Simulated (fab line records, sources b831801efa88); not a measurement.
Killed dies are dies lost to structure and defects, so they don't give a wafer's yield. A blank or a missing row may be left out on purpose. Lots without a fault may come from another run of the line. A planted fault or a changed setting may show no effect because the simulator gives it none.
Which tool did it? | flow gf180mcu | 11 lots, 33 wafers sampled, at 3 steps of a route of 602

WHAT THE GAUGES READ, wafer by wafer
GF_NWELL_TW_MEAS_11.
lot  | measured    | on            | NWELL_TW
L381 | day 3 06:43 | film_metro-04 | 1577 1573 1565
L382 | day 3 14:15 | film_metro-02 | 1583 1584 1583
L384 | day 3 23:36 | film_metro-01 | 1578 1572 1579
L386 | day 4 11:37 | film_metro-01 | 1847 1567 1844 1846 1558 1838
L387 | day 4 15:30 | film_metro-04 | 1579 1858 1849 1578 1857 1856
L390 | day 5 07:57 | film_metro-04 | 1580 1864 1872 1582 1846 1852
L396 | day 6 19:49 | film_metro-02 | 1585 1576 1578
L397 | day 6 22:36 | film_metro-04 | 1569 1566 1562
L399 | day 7 10:55 | film_metro-04 | 1572 1578 1569
L403 | day 8 06:30 | film_metro-04 | 1572 1568 1580
L404 | day 8 16:09 | film_metro-01 | 1578 1580 1571

WHICH TOOL RAN EACH LOT (tool, then ch and the chambers of the sampled wafers, then the start)
lot  | GF_DNWELL_COAT_02                | GF_DNWELL_STRIP_08
L381 | litho_track-03 ch 0, day 2 10:54 | plasma_asher-04 ch 0,1, day 2 17:40
L382 | litho_track-04 ch 0, day 2 17:49 | plasma_asher-01 ch 0,1, day 3 00:42
L384 | litho_track-02 ch 0, day 3 03:15 | plasma_asher-04 ch 0,1, day 3 09:57
L386 | litho_track-02 ch 0, day 3 14:43 | plasma_asher-04 ch 0,1, day 3 21:12
L387 | litho_track-02 ch 0, day 3 18:45 | plasma_asher-02 ch 0,1, day 4 01:48
L390 | litho_track-02 ch 0, day 4 10:30 | plasma_asher-02 ch 0,1, day 4 17:51
L396 | litho_track-03 ch 0, day 5 20:28 | plasma_asher-02 ch 0,1, day 6 03:57
L397 | litho_track-04 ch 0, day 5 23:21 | plasma_asher-01 ch 0,1, day 6 07:15
L399 | litho_track-04 ch 0, day 6 11:18 | plasma_asher-04 ch 0,1, day 6 18:56
L403 | litho_track-03 ch 0, day 7 06:32 | plasma_asher-04 ch 0,1, day 7 14:15
L404 | litho_track-02 ch 0, day 7 14:24 | plasma_asher-04 ch 1, day 7 22:57
- GF_DNWELL_COAT_02: resist thk 3000 nm.
- GF_DNWELL_STRIP_08: strips in O2/N2.

THE ANSWER, worked out from the rows above alone
Rule: what is usual is taken from the lots themselves. Put in order of their means at a reading, lots are off if they are a third of the lots or fewer, leave a main group of 4 or more, and stand apart from it by a gap of 3 or more times the standard deviation of the main group's means; of several such gaps the widest counts. A main group whose means are all the same, to the digits that the tables above print for the reading, isn't used. A lot without any number at a reading at which 4 lots or more have one is off too. The other lots that the step has rows for count as sound.
Off: L386, L387, L390, at GF_NWELL_TW_MEAS_11 (NWELL_TW). The main group: mean 1575, standard deviation 5.
A tool fits if, at a process step before that reading, it ran every lot that is off, and no sound lot after the first of them. The gauges at GF_NWELL_TW_MEAS_11 are tried like those tools. None of those tried fits.

WHAT THE SIMULATOR HAD PUT IN
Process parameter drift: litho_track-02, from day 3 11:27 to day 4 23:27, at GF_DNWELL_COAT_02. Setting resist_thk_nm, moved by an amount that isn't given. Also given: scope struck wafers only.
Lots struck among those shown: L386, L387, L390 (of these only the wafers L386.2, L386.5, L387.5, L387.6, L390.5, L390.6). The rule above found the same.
